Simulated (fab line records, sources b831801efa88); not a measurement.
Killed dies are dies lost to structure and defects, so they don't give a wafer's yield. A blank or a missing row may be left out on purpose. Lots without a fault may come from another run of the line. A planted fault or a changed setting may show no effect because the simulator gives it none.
Which tool did it? | flow sky130 | 15 lots, 45 wafers sampled, at 3 steps of a route of 708

WHAT THE GAUGES READ, wafer by wafer
SKY_FIELD_ISO_CD_MEAS_13: target cd 150 nm. Usual: cd_nm 149.9 nm, standard deviation 1.4.
lot  | measured    | on        | cd_nm (nm)        | flag
L263 | day 2 05:37 | cd_sem-02 | 147.8 148.3 148.6 |
L264 | day 2 09:37 | cd_sem-01 | 150.2 148.6 147.3 |
L266 | day 2 20:46 | cd_sem-01 | 149.2 149.5 150.2 |
L267 | day 3 01:58 | cd_sem-02 | 150.6 151.0 152.5 |
L269 | day 3 13:11 | cd_sem-02 | 150.2 150.6 149.9 |
L270 | day 3 16:01 | cd_sem-02 | 150.1 151.4 150.7 |
L271 | day 4 01:19 | cd_sem-02 | 151.3 150.7 149.9 |
L275 | day 4 20:27 | cd_sem-02 | 148.9 149.9 148.4 |
L277 | day 5 07:20 | cd_sem-02 | 151.8 150.5 152.0 |
L280 | day 5 23:22 | cd_sem-02 | 150.8 148.1 150.1 |
L281 | day 6 10:59 | cd_sem-02 | 149.8 152.6 150.8 |
L282 | day 6 11:25 | cd_sem-02 | 148.4 148.2 149.4 |
L284 | day 6 17:40 | cd_sem-02 | 150.0 150.1 149.5 |
L285 | day 6 22:25 | cd_sem-01 | 147.7 147.1 147.4 |
L286 | day 7 03:12 | cd_sem-01 | 149.7 150.0 146.8 |

SKY_FIELD_ISO_THK_MEAS_23. Usual: FIELD_ISO_OXIDATION_01_THK 9.90 nm, standard deviation 0.21.
lot  | measured    | on            | FIELD_ISO_OXIDATION_01_THK (nm) | flag
L263 | day 2 08:32 | film_metro-04 | 9.44 9.69 9.58                  |
L264 | day 2 11:28 | film_metro-04 | 9.80 9.68 9.69                  |
L266 | day 2 22:36 | film_metro-04 | 9.66 9.56 9.73                  |
L267 | day 3 04:14 | film_metro-04 | 10.09 9.96 10.00                |
L269 | day 3 22:34 | film_metro-04 | 9.93 10.05 9.87                 |
L270 | day 3 22:34 | film_metro-01 | 9.76 9.95 9.78                  |
L271 | day 4 05:14 | film_metro-01 | 9.72 9.98 9.74                  |
L275 | day 5 03:21 | film_metro-03 | 9.91 9.99 9.91                  |
L277 | day 5 15:23 | film_metro-04 | 10.15 10.05 9.97                |
L280 | day 6 02:41 | film_metro-01 | 9.44 9.51 9.57                  |
L281 | day 6 13:11 | film_metro-03 | 10.00 9.87 9.72                 |
L282 | day 6 14:16 | film_metro-04 | 10.13 10.08 10.29               |
L284 | day 6 19:54 | film_metro-04 | 10.04 9.96 10.14                |
L285 | day 7 01:23 | film_metro-01 | 9.97 10.03 9.74                 |
L286 | day 7 05:30 | film_metro-01 | 10.13 10.05 10.18               |

SKY_NWELL_OVL_MEAS_10. Usual: NWELL_00_OVL -0.3 nm, standard deviation 1.5.
lot  | measured     | on         | NWELL_00_OVL (nm) | flag
L263 | day 4 11:11  | overlay-02 | -1.6 -1.2 2.1     |
L264 | day 4 16:34  | overlay-02 | -0.1 -1.0 -1.7    |
L266 | day 5 03:45  | overlay-01 | 0.6 1.6 0.3       |
L267 | day 5 14:09  | overlay-02 | 0.0 -1.7 -1.4     |
L269 | day 6 09:15  | overlay-02 | -0.1 1.6 2.6      |
L270 | day 6 09:36  | overlay-01 | -2.5 0.2 -0.5     |
L271 | day 6 20:12  | overlay-02 | -0.2 1.4 1.3      |
L275 | day 8 02:33  | overlay-01 | 0.5 1.1 0.5       |
L277 | day 8 08:15  | overlay-02 | 1.7 1.5 0.0       |
L280 | day 8 17:38  | overlay-02 | 1.0 2.1 0.5       |
L281 | day 9 07:18  | overlay-02 | 0.7 -0.4 -0.5     |
L282 | day 9 06:58  | overlay-01 | -0.1 -0.4 -1.5    |
L284 | day 9 12:32  | overlay-02 | -0.6 0.9 2.3      |
L285 | day 9 20:48  | overlay-02 | -3.6 -0.7 -2.6    |
L286 | day 10 02:20 | overlay-01 | -0.9 -2.5 -2.2    |

WHICH TOOL RAN EACH LOT (tool, then ch and the chambers of the sampled wafers, then the start)
The record holds no process step before these readings.

WHAT THE TOOLS THEMSELVES READ (means of the sampled wafers that have a number; where no wafer has one, the mark that the record gives instead)
The record holds no such reading with a usual standard deviation.

THE ANSWER, worked out from the rows above alone
Rule: a lot is off if the mean of its wafers that have a number lies more than 3 standard deviations from the usual mean. A lot without any number at a reading at which 4 lots or more have one is off too. The other lots that the step has rows for count as sound. The gauges are gone through in route order, then the tools' own readings, and for those a lot's mean is taken as printed above. The first step at which some lot is off is used, and at that step the reading that is off furthest; a lot without a number counts as furthest.
No lot is off at any reading shown: from this, nothing can be told.

WHAT THE SIMULATOR HAD PUT IN
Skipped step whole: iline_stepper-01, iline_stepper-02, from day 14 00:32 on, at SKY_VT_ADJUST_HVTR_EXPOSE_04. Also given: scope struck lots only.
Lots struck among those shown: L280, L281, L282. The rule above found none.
